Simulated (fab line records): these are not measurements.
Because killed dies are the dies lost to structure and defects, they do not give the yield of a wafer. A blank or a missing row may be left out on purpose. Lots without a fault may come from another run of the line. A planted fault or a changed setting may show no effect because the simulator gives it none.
Chamber matching | flow gf180mcu | GF_V2_CMP_04 on cmp-02: 4 sister chambers
The step polishes SiO2. 4 wafers are shown with their chamber, then 12 later ones without.

## EACH WAFER AND ITS CHAMBER
wafer  | chamber | motor-current-A (A)
L089.5 | 0       | 14.3
L091.2 | 3       | 11.7
L091.3 | 1       | 10.9
L091.6 | 2       | 12.4

## WAFERS WHOSE CHAMBER IS MISSING
wafer  | motor-current-A (A)
L093.1 | 13.8
L093.3 | 12.0
L093.6 | 14.4
L094.1 | 11.6
L094.2 | 10.6
L094.3 | 12.8
L094.4 | 14.3
L094.5 | 13.9
L094.6 | 12.0
L095.3 | 14.2
L095.4 | 12.3
L095.6 | 11.8

## CHAMBER TAKEN BY EACH
wafer  | from the rows above     | in truth
L093.1 | 0                       | 0
L093.3 | can't be placed: 3 or 2 | 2
L093.6 | 0                       | 0
L094.1 | 3                       | 3
L094.2 | 1                       | 1
L094.3 | 2                       | 2
L094.4 | 0                       | 0
L094.5 | 0                       | 0
L094.6 | can't be placed: 3 or 2 | 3
L095.3 | 0                       | 0
L095.4 | can't be placed: 2 or 3 | 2
L095.6 | can't be placed: 3 or 2 | 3
Placed correctly: 8 of 12. From these rows, 4 cannot be placed; in 4 the true chamber is one of the candidates. 0 placed wrongly.
How it was worked out, from the rows above alone: a wafer's distance from a chamber is the root of the sum, over the readings, of the square of ((its reading less the chamber's mean) divided by the reading's scatter). If the next closest chamber is less than 2 further off than the closest, the wafer can't be placed; otherwise it belongs to the closest. Each chamber's mean is taken over the wafers shown for it. The scatter (one wafer shown for each chamber): square how far every hidden wafer sits from the nearest shown wafer, average those squares and take the square root.
